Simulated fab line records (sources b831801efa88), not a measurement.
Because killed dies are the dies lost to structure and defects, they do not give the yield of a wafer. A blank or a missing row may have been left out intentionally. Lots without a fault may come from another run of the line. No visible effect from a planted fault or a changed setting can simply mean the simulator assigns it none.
Matching of chambers	flow sky130	SKY_VIA4_HDPCVD_00 on hdpcvd-01: 3 sister chambers
The step deposits SiO2, target thk 1750 nm, time 291.7 s. 14 wafers are shown with their chamber, then 7 later ones without.

== EACH WAFER AND ITS CHAMBER ==
wafer	chamber	susceptor-temp-C (C)
L928.1	1	399.64
L928.3	2	399.91
L928.6	0	400.10
L930.1	2	399.84
L930.3	0	400.00
L930.5	2	399.75
L932.2	1	400.22
L932.5	0	400.43
L932.6	1	399.81
L936.2	2	400.30
L936.4	2	400.07
L936.6	0	399.88
L937.1	2	399.89
L937.3	0	399.54

SIGNATURES (means of the wafers above)
reading	chamber 0	chamber 1	chamber 2	scatter within a chamber
susceptor-temp-C	399.9900	399.8900	399.9600	0.268
Rule: for a wafer and a chamber, the distance is found by dividing, reading by reading, the gap between the wafer's reading and the chamber's mean by the reading's scatter, squaring, summing and taking the root. If the next closest chamber is less than 2 further off than the closest, the wafer can't be placed; otherwise it belongs to the closest. The scatter: take each reading less its chamber's mean, square it, sum over the shown wafers, divide by the number of wafers less the number of chambers, and take the root.

== WAFERS WITH NO CHAMBER GIVEN ==
wafer	susceptor-temp-C (C)
L937.5	399.67
L939.1	399.99
L939.5	399.94
L939.6	399.83
L942.2	400.19
L942.3	399.75
L942.5	399.97

== THE CHAMBER EACH PASSED THROUGH ==
wafer	from the rows above	in truth
L937.5	can't be placed: 1 or 2 or 0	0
L939.1	can't be placed: 0 or 2 or 1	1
L939.5	can't be placed: 2 or 0 or 1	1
L939.6	can't be placed: 1 or 2 or 0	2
L942.2	can't be placed: 0 or 2 or 1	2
L942.3	can't be placed: 1 or 2 or 0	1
L942.5	can't be placed: 2 or 0 or 1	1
Correct placement for 0 of the 7. Not placeable from these rows: 7 (in 7, the candidates include the true chamber). Wrongly placed: 0.
